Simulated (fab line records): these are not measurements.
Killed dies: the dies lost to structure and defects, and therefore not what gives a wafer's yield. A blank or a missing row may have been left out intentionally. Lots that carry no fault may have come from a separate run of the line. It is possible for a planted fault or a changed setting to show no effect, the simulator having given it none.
Which tool did it?	flow sky130	14 lots with 40 wafers sampled at 4 steps, on a route of 708 steps

## WHAT THE GAUGES READ, wafer by wafer
SKY_FIELD_ISO_THK_MEAS_04. Usual: FIELD_ISO_CVD_03_THK gives 164.4 nm (standard deviation 1.5).
lot	measured	on	FIELD_ISO_CVD_03_THK (nm)	flag
L782	day 1 17:18	film metro-04	163.1 161.9 162.0	
L783	day 1 21:33	film metro-04	162.9 162.6 162.3	
L785	day 2 06:13	film metro-02	162.2 162.4 162.7	
L786	day 2 09:29	film metro-04	165.0 165.5 164.2	
L788	day 2 22:02	film metro-04	162.1 162.5 162.8	
L790	day 3 06:46	film metro-01	163.8 165.9 164.5	
L792	day 3 17:33	film metro-04	164.6 163.6 163.9	
L793	day 3 22:08	film metro-02	164.2 164.9 164.0	
L795	day 4 11:29	film metro-01	164.1 164.7 164.6	
L796	day 4 13:18	film metro-01	165.1 165.4 163.8	
L797	day 5 01:31	film metro-01	165.4 166.9	
L801	day 5 17:21	film metro-04	165.9 167.2	
L804	day 6 03:29	film metro-01	163.9 163.0 164.9	
L805	day 6 08:37	film metro-04	164.8 165.9 166.5	

SKY_VT_ADJUST_NCORE_OVL_MEAS_08. Usual: VT_ADJUST_NCORE_OVL gives -0.6 nm (standard deviation 1.7).
lot	measured	on	VT_ADJUST_NCORE_OVL (nm)	flag
L782	day 8 13:01	overlay-02	0.2 0.2 0.7	
L783	day 8 18:50	overlay-02	0.7 1.4 0.3	
L785	day 9 07:53	overlay-02	1.0 -1.0 2.3	
L786	day 9 11:41	overlay-01	0.1 -0.6 -0.6	
L788	day 10 08:10	overlay-01	-1.4 -1.6 -1.9	
L790	day 11 06:44	overlay-01	-2.2 -2.3 -2.4	
L792	day 12 02:19	overlay-02	-1.1 -0.1 0.6	
L793	day 12 02:37	overlay-01	-0.6 -0.2 -1.9	
L795	day 12 23:44	overlay-01	0.9 0.1 1.6	
L796	day 12 23:32	overlay-02	3.8 1.2 0.3	
L797	day 13 08:32	overlay-02	-0.3 -1.1	
L801	day 14 05:35	overlay-02	0.5 -0.8	
L804	day 15 04:23	overlay-01	-4.3 -2.1 -2.4	
L805	day 15 07:29	overlay-01	-2.0 -2.6 -2.7	

SKY_SONOS_TUNNEL_OVL_MEAS_08. Usual: SONOS_TUNNEL_OVL gives -1.9 nm (standard deviation 1.5).
lot	measured	on	SONOS_TUNNEL_OVL (nm)	flag
L782	day 11 04:59	overlay-02	-2.1 -1.5 -3.7	
L783	day 11 11:02	overlay-01	-0.9 -2.0 1.6	
L785	day 12 05:17	overlay-02	-1.7 -0.3 0.3	
L786	day 12 08:50	overlay-01	-1.0 -2.7 -1.2	
L788	day 13 07:53	overlay-01	-3.9 -1.7 -3.4	
L790	day 14 08:59	overlay-01	-1.7 -2.2 -1.6	
L792	day 15 07:11	overlay-01	-2.8 -2.5 -1.9	
L793	day 15 08:02	overlay-02	-0.5 -1.2 -0.7	
L795	day 16 08:41	overlay-01	-2.6 -4.3 -3.9	
L796	day 16 07:23	overlay-01	-0.5 -2.7 -2.6	
L797	day 16 17:44	overlay-01	-3.8 -4.3	
L801	day 17 17:29	overlay-02	-1.5 -2.1	
L804	day 18 17:53	overlay-02	0.3 -1.0 0.9	
L805	day 18 20:29	overlay-01	-3.9 -2.5 -1.8	

## TOOL THAT RAN EACH LOT (tool first, then ch and the chambers of the sampled wafers, then the start)
lot	SKY_VT_ADJUST_NCORE_SOFTBAKE_03
L782	litho track-01 ch 0, day 8 02:40
L783	litho track-03 ch 0, day 8 08:21
L785	litho track-03 ch 0, day 8 23:06
L786	litho track-04 ch 0, day 9 02:16
L788	litho track-03 ch 0, day 9 21:16
L790	litho track-01 ch 0, day 10 19:26
L792	litho track-01 ch 0, day 11 13:55
L793	litho track-04 ch 0, day 11 14:23
L795	litho track-01 ch 0, day 12 11:07
L796	litho track-04 ch 0, day 12 10:50
L797	litho track-01 ch 0, day 12 19:55
L801	litho track-01 ch 0, day 13 17:13
L804	litho track-03 ch 0, day 14 14:15
L805	litho track-03 ch 0, day 14 17:48
- SKY_VT_ADJUST_NCORE_SOFTBAKE_03: time 60 s.

## AS READ BY THE TOOLS THEMSELVES (means over the sampled wafers that have a number; for cases with no such wafer, the mark the record gives instead)
SKY_VT_ADJUST_NCORE_SOFTBAKE_03. Usual: heater power total W 56.59 W, standard deviation 0.046; plate temp C 90.02 C, standard deviation 0.13; run length s 89.19 s, standard deviation 0.15.
lot	tool	heater power total W (W)	plate temp C (C)	run length s (s)	flag
L782	litho track-01	56.60	90.03	89.37	
L783	litho track-03	56.58	89.97	89.16	
L785	litho track-03	56.55	90.22	89.06	
L786	litho track-04	56.60	90.02	89.19	
L788	litho track-03	56.62	90.11	89.10	
L790	litho track-01	56.60	89.93	89.32	
L792	litho track-01	56.53	89.97	89.32	
L793	litho track-04	56.59	90.01	89.13	
L795	litho track-01	56.62	89.96	89.21	
L796	litho track-04	56.60	90.11	89.14	
L797	litho track-01	61.61	-	76.12	OFF
L801	litho track-01	61.63	-	76.12	OFF
L804	litho track-03	56.59	89.91	89.21	
L805	litho track-03	56.60	90.13	89.20	

## THE ANSWER, worked out from the rows above alone
Rule: take the mean of a lot's wafers that have a number; if it is more than 3 standard deviations from the usual mean, the lot is off. Also off: a lot with no number at a reading for which 4 or more lots have one. Where the step has rows for the other lots, those lots are counted as sound. Order of review: gauges by route order, followed by the tools' own readings, for which a lot's mean as printed above is used. At the first step where some lot is off, the reading lying furthest off is the one used; lots without a number count as furthest.
Off: L797, L801 (SKY_VT_ADJUST_NCORE_SOFTBAKE_03, plate temp C). Without a number there: L797, L801.
If a tool, at that step or one of the process steps before it, ran each lot that is off and ran no sound lot following the first of them, it fits. One candidate fits, namely litho track-01 at SKY_VT_ADJUST_NCORE_SOFTBAKE_03. Its last sound lot is L795 (day 12 11:07), its first lot that is off L797 (day 12 19:55): a fault that began between those two fits.
The tool's own readings at SKY_VT_ADJUST_NCORE_SOFTBAKE_03 bear it out: on the lots that are off they differ by more than 5 times the standard deviation of the sound lots' means. heater power total W reads 61.62 W there against 56.59 W on the sound lots; run length s reads 76.12 s there against 89.20 s on the sound lots.
Blank at SKY_VT_ADJUST_NCORE_SOFTBAKE_03 on the lots that are off, where sound lots have numbers: plate temp C.

## WHAT THE SIMULATOR HAD INSERTED
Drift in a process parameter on litho track-01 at SKY_VT_ADJUST_NCORE_SOFTBAKE_03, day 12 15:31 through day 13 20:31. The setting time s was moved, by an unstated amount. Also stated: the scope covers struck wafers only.
Lots struck among those shown: L797, L801. The rule given above showed the same thing.
